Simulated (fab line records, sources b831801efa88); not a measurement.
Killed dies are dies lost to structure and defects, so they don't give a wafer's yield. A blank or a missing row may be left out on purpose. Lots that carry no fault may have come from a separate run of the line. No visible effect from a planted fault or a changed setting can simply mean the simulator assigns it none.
Problem report, 8D (eight disciplines) form, completed by code + flow sky130 + the parts of the form that need people (team, actions taken, sign-off) are left out

1. PROBLEM STATEMENT
Across 6 wafers from 2 lots, SPACER_CVD_00_THK at SKY_SPACER_THK_MEAS_01 averages 28.9 nm, while fault-free wafers read 43.0 nm with a standard deviation of 0.37. That is -38 standard deviations from the usual mean.
Seen first at day 26 21:53 on filmMetro-02, wafer L421.2. Wafers with a number at this step in the record: 30, from 10 lots. Rule for "out" (also "out of limits"): further than 4 standard deviations from the usual mean. The other wafers with a number count as sound.

2. WHAT THIS IS AND IS NOT
| question                    | is                         | is not                                                                          |
|-----------------------------|----------------------------|---------------------------------------------------------------------------------|
| which readings at this step | SPACER_CVD_00_THK          | -                                                                               |
| which lots                  | L421, L423                 | L410, L413, L414, L418, L419, L431, L432, L433                                  |
| which wafers of those lots  | all that have a number     | -                                                                               |
| read on which gauges        | filmMetro-02, filmMetro-04 | filmMetro-01                                                                    |
| when                        | from day 26 21:53          | up to then (15 sound wafers); but 9 sound wafers of L431, L432, L433 came after |

3. SUSPECTS, AND WHAT RULES EACH OUT
Counting: a tool at any process step up to the reading remains a suspect when it ran all the lots that are out and ran no sound lot after the first of those.
- the gauge at SKY_SPACER_THK_MEAS_01: ruled out. 2 gauges (filmMetro-02, filmMetro-04) read the wafers that are out.
- lpcvd-02 at SKY_SPACER_CVD_00 (deposits Si3N4 from DCS/NH3, target thk 43.1 nm, time 740 s): ruled out as a lasting fault. Following L421 (day 26 20:40), the first lot on it that is out, the sound lots L431, L432, L433 were run on it.
Left after counting: nothing in the record.

4. THE CAUSE (what the simulator had put in)
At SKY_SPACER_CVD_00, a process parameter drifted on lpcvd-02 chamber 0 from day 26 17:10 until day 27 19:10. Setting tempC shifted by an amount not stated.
The count ruled it out by mistake, since the rule takes a fault to strike every lot its tool runs from the start of the fault on, and this one did not do so.

5. THE CHAIN OF EFFECTS, in route order
Each row: a reading where the mean over the struck wafers with a number is more than 3 standard deviations away from the usual. Scope: only readings with a usual standard deviation given in the record; hours: median across lots of the time from each lot's start at the first step in this table that gives one to its start at this step; sigmas: change in usual standard deviations.
| hours | step                   | reading           | usual      | on struck wafers | change | sigmas |
|-------|------------------------|-------------------|------------|------------------|--------|--------|
| 0     | SKY_SPACER_CVD_00      | spikeTcBottomC    | 790.9 C    | 771.4            | -19.5  | -18    |
| 0     | SKY_SPACER_CVD_00      | spikeTcCentreC    | 770.4 C    | 749.8            | -20.6  | -19    |
| 0     | SKY_SPACER_CVD_00      | spikeTcLowerC     | 770.8 C    | 750.4            | -20.4  | -17    |
| 0     | SKY_SPACER_CVD_00      | spikeTcTopC       | 786.3 C    | 768.4            | -17.9  | -11    |
| 0     | SKY_SPACER_CVD_00      | spikeTcUpperC     | 770.6 C    | 751.3            | -19.3  | -18    |
| 0     | SKY_SPACER_CVD_00      | susceptorTempC    | 769.9 C    | 749.9            | -20.0  | -56    |
| 0     | SKY_SPACER_CVD_00      | zonePowerTopPct   | 26.8 %     | 25.6             | -1.2   | -3.4   |
| 1     | SKY_SPACER_THK_MEAS_01 | SPACER_CVD_00_THK | 43.0 nm    | 28.9             | -14.1  | -38    |
| 1     | SKY_SPACER_ETCHBACK_02 | oesProductAu      | 0.854 a.u. | 0.698            | -0.156 | -22    |
Its process steps:
- SKY_SPACER_CVD_00: deposits Si3N4 from DCS/NH3, target thk 43.1 nm, time 740 s.
- SKY_SPACER_ETCHBACK_02: etches Si3N4 in CH3F/O2, stops on SiO2, time 46.7 s, target depth 45 nm.
Later steps that measure or inspect, where all struck wafers having a row at the step show a number for every such reading and not one has moved that far: SKY_POLY_CUT_CD_MEAS_08.

6. WHAT WOULD HAVE CAUGHT IT SOONER
5 hours passed between the start of the fault at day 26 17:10 and the first reading out of limits at a measuring or inspecting step in this record, taken at day 26 21:53.
At SKY_SPACER_CVD_00, the tool's own readings (spikeTcBottomC, spikeTcCentreC, spikeTcLowerC, spikeTcTopC, spikeTcUpperC, susceptorTempC) were out on each struck wafer the step has a row for, so an alarm limit on them would have fired on the first such wafer.
